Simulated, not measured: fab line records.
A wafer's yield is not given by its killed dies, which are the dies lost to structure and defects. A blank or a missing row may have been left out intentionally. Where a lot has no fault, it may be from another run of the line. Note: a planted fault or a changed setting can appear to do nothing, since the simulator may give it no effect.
The tool behind it: which one? / flow gf180mcu / 42 wafers from 14 lots sampled at 2 of the route's 602 steps

## WHAT EACH GAUGE READ, for each wafer
GF_V1_RS_MEAS_24: a four-point-probe measurement. Usual: for V1_W_RS the level is 0.328 ohm/sq and the standard deviation is 0.0054.
lot=L208; measured=day 18 11:15; on=film_metro-04; V1_W_RS (ohm/sq)=0.321 0.324 0.331; flag=
lot=L209; measured=day 19 00:59; on=film_metro-03; V1_W_RS (ohm/sq)=0.326 0.324 0.333; flag=
lot=L210; measured=day 19 09:56; on=film_metro-04; V1_W_RS (ohm/sq)=0.324 0.328 0.324; flag=
lot=L211; measured=day 19 18:28; on=film_metro-02; V1_W_RS (ohm/sq)=0.334 0.335 0.331; flag=
lot=L212; measured=day 20 06:48; on=film_metro-04; V1_W_RS (ohm/sq)=0.327 0.323 0.333; flag=
lot=L213; measured=day 20 14:21; on=film_metro-04; V1_W_RS (ohm/sq)=0.335 0.330 0.331; flag=
lot=L216; measured=day 21 19:01; on=film_metro-04; V1_W_RS (ohm/sq)=0.323 0.327 0.321; flag=
lot=L217; measured=day 22 08:16; on=film_metro-04; V1_W_RS (ohm/sq)=0.331 0.331 0.329; flag=
lot=L218; measured=day 22 14:39; on=film_metro-04; V1_W_RS (ohm/sq)=0.319 0.328 0.317; flag=
lot=L219; measured=day 22 20:38; on=film_metro-04; V1_W_RS (ohm/sq)=0.338 0.339 0.330; flag=
lot=L220; measured=day 23 03:10; on=film_metro-03; V1_W_RS (ohm/sq)=0.333 0.335 0.335; flag=
lot=L221; measured=day 23 13:23; on=film_metro-04; V1_W_RS (ohm/sq)=0.336 0.334 0.331; flag=
lot=L222; measured=day 23 16:56; on=film_metro-02; V1_W_RS (ohm/sq)=0.319 0.325 0.323; flag=
lot=L230; measured=day 26 05:46; on=film_metro-04; V1_W_RS (ohm/sq)=0.331 0.332 0.331; flag=

## TOOL THAT RAN EACH LOT (tool first, then ch and the chambers of the sampled wafers, then the start)
lot=L208; GF_V1_SPUTTER_22=pvd_sputter-03, day 18 11:06
lot=L209; GF_V1_SPUTTER_22=pvd_sputter-04, day 19 00:49
lot=L210; GF_V1_SPUTTER_22=pvd_sputter-03, day 19 09:46
lot=L211; GF_V1_SPUTTER_22=pvd_sputter-02, day 19 18:16
lot=L212; GF_V1_SPUTTER_22=pvd_sputter-04, day 20 06:38
lot=L213; GF_V1_SPUTTER_22=pvd_sputter-04, day 20 14:04
lot=L216; GF_V1_SPUTTER_22=pvd_sputter-04, day 21 18:52
lot=L217; GF_V1_SPUTTER_22=pvd_sputter-04, day 22 08:07
lot=L218; GF_V1_SPUTTER_22=pvd_sputter-03, day 22 14:30
lot=L219; GF_V1_SPUTTER_22=pvd_sputter-02, day 22 20:28
lot=L220; GF_V1_SPUTTER_22=pvd_sputter-02, day 23 02:58
lot=L221; GF_V1_SPUTTER_22=pvd_sputter-04, day 23 13:14
lot=L222; GF_V1_SPUTTER_22=pvd_sputter-02, day 23 16:45
lot=L230; GF_V1_SPUTTER_22=pvd_sputter-03, day 26 05:37
- GF_V1_SPUTTER_22: material TiN, target thk 10 nm, time 40 s.

## WHAT THE TOOLS THEMSELVES READ (means of the sampled wafers that have a number; where no wafer has one, the mark that the record gives instead)
GF_V1_SPUTTER_22. Usual: chamber_pressure_pa 5.000 Pa, standard deviation 0.0096; throttle_valve_pct 29.9 %, standard deviation 1.1.
lot=L208; tool=pvd_sputter-03; chamber_pressure_pa (Pa)=4.999; throttle_valve_pct (%)=30.8; flag=
lot=L209; tool=pvd_sputter-04; chamber_pressure_pa (Pa)=5.013; throttle_valve_pct (%)=30.1; flag=
lot=L210; tool=pvd_sputter-03; chamber_pressure_pa (Pa)=4.995; throttle_valve_pct (%)=30.2; flag=
lot=L211; tool=pvd_sputter-02; chamber_pressure_pa (Pa)=5.002; throttle_valve_pct (%)=28.8; flag=
lot=L212; tool=pvd_sputter-04; chamber_pressure_pa (Pa)=5.006; throttle_valve_pct (%)=30.3; flag=
lot=L213; tool=pvd_sputter-04; chamber_pressure_pa (Pa)=4.998; throttle_valve_pct (%)=30.1; flag=
lot=L216; tool=pvd_sputter-04; chamber_pressure_pa (Pa)=5.004; throttle_valve_pct (%)=30.1; flag=
lot=L217; tool=pvd_sputter-04; chamber_pressure_pa (Pa)=4.992; throttle_valve_pct (%)=29.7; flag=
lot=L218; tool=pvd_sputter-03; chamber_pressure_pa (Pa)=4.997; throttle_valve_pct (%)=30.2; flag=
lot=L219; tool=pvd_sputter-02; chamber_pressure_pa (Pa)=5.002; throttle_valve_pct (%)=29.5; flag=
lot=L220; tool=pvd_sputter-02; chamber_pressure_pa (Pa)=4.999; throttle_valve_pct (%)=28.4; flag=
lot=L221; tool=pvd_sputter-04; chamber_pressure_pa (Pa)=5.004; throttle_valve_pct (%)=29.6; flag=
lot=L222; tool=pvd_sputter-02; chamber_pressure_pa (Pa)=5.004; throttle_valve_pct (%)=30.0; flag=
lot=L230; tool=pvd_sputter-03; chamber_pressure_pa (Pa)=4.999; throttle_valve_pct (%)=30.6; flag=

## THE ANSWER, worked out from the rows above alone
Rule: a lot is off if the mean of its wafers that have a number lies more than 3 standard deviations from the usual mean. A lot without any number at a reading at which 4 lots or more have one is off too. Where the step has rows for the other lots, those lots are counted as sound. Order of review: gauges by route order, followed by the tools' own readings, for which a lot's mean as printed above is used. The first step at which some lot is off is used, and at that step the reading that is off furthest; a lot without a number counts as furthest.
No lot is off at any reading shown: from this, nothing can be told.

## WHAT THE SIMULATOR HAD PUT IN
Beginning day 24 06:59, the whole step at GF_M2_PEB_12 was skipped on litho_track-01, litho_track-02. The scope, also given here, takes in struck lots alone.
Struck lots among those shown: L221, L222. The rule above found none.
